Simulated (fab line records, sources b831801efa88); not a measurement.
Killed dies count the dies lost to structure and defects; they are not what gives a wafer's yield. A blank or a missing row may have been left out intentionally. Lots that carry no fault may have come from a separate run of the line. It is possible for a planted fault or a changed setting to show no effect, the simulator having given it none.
Struck lot and sound lot, side by side | flow sky130 | 30 steps out of a route of 708
Sound: wafers L478.1, L478.5, L478.6. Wafers L494.1, L494.2, L494.3 were the ones struck. Last of all comes the cause.
Each step with rows lists, per side, the tool, then ch with its chambers, then its first start. Under that, the readings that differ: sound wafers | struck wafers | difference of the means | sigmas: that difference in standard deviations of wafers without a fault.
alike: readings whose means differ by less than 2 such deviations, and words and numbers that are the same on both sides. not compared: withheld readings, readings that some wafer has no value for, bounds like >300 that may hide the same value, and numbers for which the record gives no deviation and whose values overlap.
Wherever a step has rows on one side only, a row that says differs or no value, or a row with sigmas, the two part there. Non-overlapping numbers with no deviation appear without sigmas and do not part them. A reading that every wafer of one side lacks parts them only if that side has two wafers or more.

first, 5 steps without rows for these wafers: SKY_SONOS_ONO_COAT_08 (resist thk 1140 nm); SKY_SONOS_ONO_SOFTBAKE_09 (time 60 s); SKY_SONOS_ONO_EXPOSE_10 (exposes mask ONOM, target cd 410 nm); SKY_SONOS_ONO_PEB_11; SKY_SONOS_ONO_DEVELOP_12 (develop time 60 s).
SKY_SONOS_ONO_CD_MEAS_13 targets a cd of 410 nm.
  sound: cd_sem-01 at day 12 21:32; struck: cd_sem-02 at day 19 01:47
  alike: cd_nm
SKY_SONOS_ONO_OVL_MEAS_14:
  sound: overlay-02 at day 12 21:40; struck: overlay-01 at day 19 01:55
  alike: SONOS_ONO_OVL
SKY_SONOS_ONO_ETCH_15: etches the open film in CHF3/O2, target depth 19.52 nm, time 7.8 s.
  sound on rie_diel-02 ch 2,3, day 12 21:42; struck on rie_diel-03 ch 0,1,2, day 19 01:56
  alike: drypump_motor_current_A, oes_product_au, throttle_valve_pct
  not compared: rf_hours_counter_h
then, 1 step without rows for these wafers: SKY_SONOS_ONO_WET_ETCH_16 (etches SiO2 in dHF, target depth 14 nm, time 280 s).
SKY_SONOS_ONO_STRIP_17: strips in O2/N2.
  sound on plasma_asher-01 ch 0,1, day 12 21:49; struck on plasma_asher-04 ch 0,1, day 19 02:04
  reading                     | sound       | struck      | difference | sigmas
  drypump_motor_current_A (A) | 5.7 5.7 5.9 | 5.4 5.0 5.0 | -0.6       | -2
  alike: oes_product_au, strip_time_to_endpoint_s
  not compared: rf_hours_counter_h
then, 2 steps without rows for these wafers: SKY_SONOS_ONO_WET_ETCH_18 (etches Si3N4 in H3PO4, target depth 15 nm, time 172 s); SKY_GATE_OXIDE_CLEAN_00 (cleans in SC1/SC2, time 150 s).
SKY_GATE_OXIDE_OXIDATION_01: stabilise 600 s, purge 300 s, target thk 10.268 nm.
  sound on furnace-02 ch 0, day 12 22:28; struck on furnace-02 ch 0, day 19 03:40
  reading                                           | sound             | struck           | difference | sigmas
  model.SiO2_of_GATE_OXIDE_OXIDATION_01.thk_nm (nm) | 10.32 10.32 10.46 | 9.255 9.192 9.22 | -1.144     |
  alike: zone_power_centre_pct
SKY_GATE_OXIDE_THK_MEAS_02:
  sound: film_metro-03 at day 12 23:52; struck: film_metro-03 at day 19 05:04
  reading                          | sound             | struck         | difference | sigmas
  GATE_OXIDE_OXIDATION_00_THK (nm) | 10.32 10.32 10.48 | 9.32 9.17 9.24 | -1.13      | -5
then, 7 steps without rows for these wafers: SKY_GATE_OXIDE_DEHYDRATE_03 (time 60 s); SKY_GATE_OXIDE_HMDS_04 (prime time 60 s); SKY_GATE_OXIDE_COAT_05 (resist thk 1140 nm); SKY_GATE_OXIDE_SOFTBAKE_06 (time 60 s); SKY_GATE_OXIDE_EXPOSE_07 (exposes mask LVOM, target cd 600 nm); SKY_GATE_OXIDE_PEB_08; SKY_GATE_OXIDE_DEVELOP_09 (develop time 60 s).
SKY_GATE_OXIDE_OVL_MEAS_10:
  sound: overlay-02 at day 14 01:17; struck: overlay-01 at day 20 12:17
  alike: GATE_OXIDE_OVL
then, 2 steps without rows for these wafers: SKY_GATE_OXIDE_IMPLANT_11; SKY_GATE_OXIDE_WET_ETCH_12 (etches SiO2 in dHF, target depth 16.8 nm, time 336 s).
SKY_GATE_OXIDE_STRIP_13: strips in O2/N2.
  sound on plasma_asher-03 ch 0,1, day 14 01:35; struck on plasma_asher-04 ch 0,1, day 20 12:34
  reading                     | sound       | struck      | difference | sigmas
  drypump_motor_current_A (A) | 6.4 6.1 6.5 | 5.4 5.0 5.4 | -1.1       | -2
  alike: oes_product_au, strip_time_to_endpoint_s
  not compared: rf_hours_counter_h
SKY_GATE_OXIDE_TW_MEAS_14:
  sound: film_metro-04 at day 14 01:41; struck: film_metro-03 at day 20 12:40
  alike: GATE_OXIDE_TW
then, 1 step without rows for these wafers: SKY_GATE_OXIDE_CLEAN_15 (cleans in SC1/SC2, time 150 s).
SKY_GATE_OXIDE_OXIDATION_16: stabilise 600 s, purge 300 s, target thk 3.57 nm.
  sound on furnace-02 ch 0, day 14 01:49; struck on furnace-02 ch 0, day 20 12:47
  reading                                           | sound             | struck           | difference | sigmas
  model.SiO2_of_GATE_OXIDE_OXIDATION_01.thk_nm (nm) | 11.67 11.64 11.79 | 10.61 10.6 10.57 | -1.11      |
  alike: zone_power_centre_pct
then, 1 step without rows for these wafers: SKY_POLY_GATE_CVD_00 (deposits poly-Si, target thk 180 nm, time 720 s).
-- here the record skips 30 days between the struck wafers' starts before and after, leaving off in module POLY_GATE and picking up in module PAD_OPEN (first step shown: number 708 of the route) --
SKY_PAD_OPEN_PROBE_99:
  sound: prober-02 at day 45 21:46; struck: prober-01 at day 50 02:36
  reading                                | sound                         | struck                        | difference | sigmas
  model.etest.nfet_16v.r_on_ohm_um       | 1.434e+04 1.419e+04 1.423e+04 | 1.338e+04 1.324e+04 1.329e+04 | -9.500e+02 |
  model.etest.pfet_g5v0d10v5.r_on_ohm_um | 4765 4726 4756                | 4544 4486 4498                | -240       |
  model.etest.tip_sonos.rs_ohm_sq        | 2641 2660 2679                | 2378 2388 2370                | -281       |
  model.etest.nfet_g5v0d10v5.r_on_ohm_um | 1914 1910 1900                | 1824 1808 1788                | -101       |
  model.etest.nfet_g5v0d10v5.drive_ua_um | 597 600.1 596.5               | 662.1 659.2 664               | +63.9      |
  model.etest.nfet_05v0_nvt.drive_ua_um  | 571.1 572 565.9               | 620.6 619.7 631.2             | +54.2      |
  model.etest.pfet_g5v0d10v5.drive_ua_um | 338.5 343.4 347               | 368.3 370.4 368               | +25.9      |
  model.etest.nfet_16v.drive_ua_um       | 219.8 219.6 217.1             | 246.1 249.3 248.9             | +29.3      |
  alike: killed_at_M0_to_M3, killed_at_M4_up, killed_at_contacts, killed_at_front_end, killed_at_other, killed_dies, killed_on_rim, killed_open, killed_short

WHERE THEY PART
Last at SKY_GATE_OXIDE_STRIP_13 as far as this record goes, first at SKY_SONOS_ONO_STRIP_17. Later steps at which nothing parts them and some readings are alike: SKY_GATE_OXIDE_TW_MEAS_14, SKY_GATE_OXIDE_OXIDATION_16, SKY_PAD_OPEN_PROBE_99.

WHY: the cause the simulator had injected
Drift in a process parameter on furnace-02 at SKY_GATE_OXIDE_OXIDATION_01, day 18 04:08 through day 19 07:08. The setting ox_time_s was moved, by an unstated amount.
